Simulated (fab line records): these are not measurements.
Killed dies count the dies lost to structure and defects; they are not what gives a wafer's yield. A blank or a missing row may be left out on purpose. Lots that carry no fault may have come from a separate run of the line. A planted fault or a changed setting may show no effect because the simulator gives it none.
2 desks, one fault -- flow sky130 -- numbers are kept per desk, each desk with only its own; the story behind them comes last

== AT THE METROLOGY DESK ==
Lot by lot, what the gauges showed, no matter which tool ran the lot: averages of those sampled wafers that carry a number. The brackets show how far a lot's mean lies from the usual mean; more than 4 standard deviations puts the lot out of limits, marked OUT.
Columns: A = CAPM_TIN_RS at SKY_CAPM_RS_MEAS_03, usual 6.90 ohm/sq
lot,first seen here,A
L811,day 36 20:09,6.90
L812,day 36 22:38,6.82
L813,day 37 16:26,6.96
L814,day 37 16:32,6.93
L815,day 38 03:35,6.87
L816,day 38 09:44,6.89
L817,day 38 17:45,6.93
L818,day 39 17:44,7.02
L822,day 41 03:38,6.75
L824,day 41 18:10,7.04
L832,day 43 17:47,6.98
This desk's finding: nothing out of limits on any of the 11 lots.

== FOR THE TOOL OWNER'S DESK: lithoTrack-01 ==
The tool's own readings at SKY_CAPM_COAT_07 (resist thk 1140 nm): means of the sampled wafers that have a number, for each lot that ran on this tool. The brackets show how far a lot's mean lies from the usual mean; more than 4 standard deviations puts the lot out of limits, marked OUT.
Columns: A = resistLineTempC at SKY_CAPM_COAT_07, usual 22.99 C; B = spinSpeedRpm at SKY_CAPM_COAT_07, usual 3000.0 rpm
lot,first seen here,A,B
L814,day 38 04:27,22.97,2997.3
L818,day 40 05:09,23.03,3001.1
L822,day 41 15:34,23.10,3272.8 (+99 or more) OUT
L824,day 42 04:46,22.95,3274.2 (+99 or more) OUT
This desk's finding: out of limits on L822, L824; first on L822, day 41 15:34 (spinSpeedRpm at SKY_CAPM_COAT_07). In limits: L814, L818.

== BROUGHT TOGETHER ==
An alarm could have come from the tool owner's desk at day 41 15:34, on L822, L824.
At the metrology desk, nothing out of limits was observed.
The metrology desk has L822, L824 on record, within its limits.
Every lot named ran SKY_CAPM_COAT_07 on lithoTrack-01.

== WHAT WAS PUT IN BY THE SIMULATOR ==
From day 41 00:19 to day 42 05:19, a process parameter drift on lithoTrack-01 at SKY_CAPM_COAT_07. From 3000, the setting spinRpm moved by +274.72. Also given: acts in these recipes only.
Lots struck among those shown: L822, L824.
How many hours passed from the start of the fault until each desk's first out-of-limits reading: the tool owner's desk, 15.
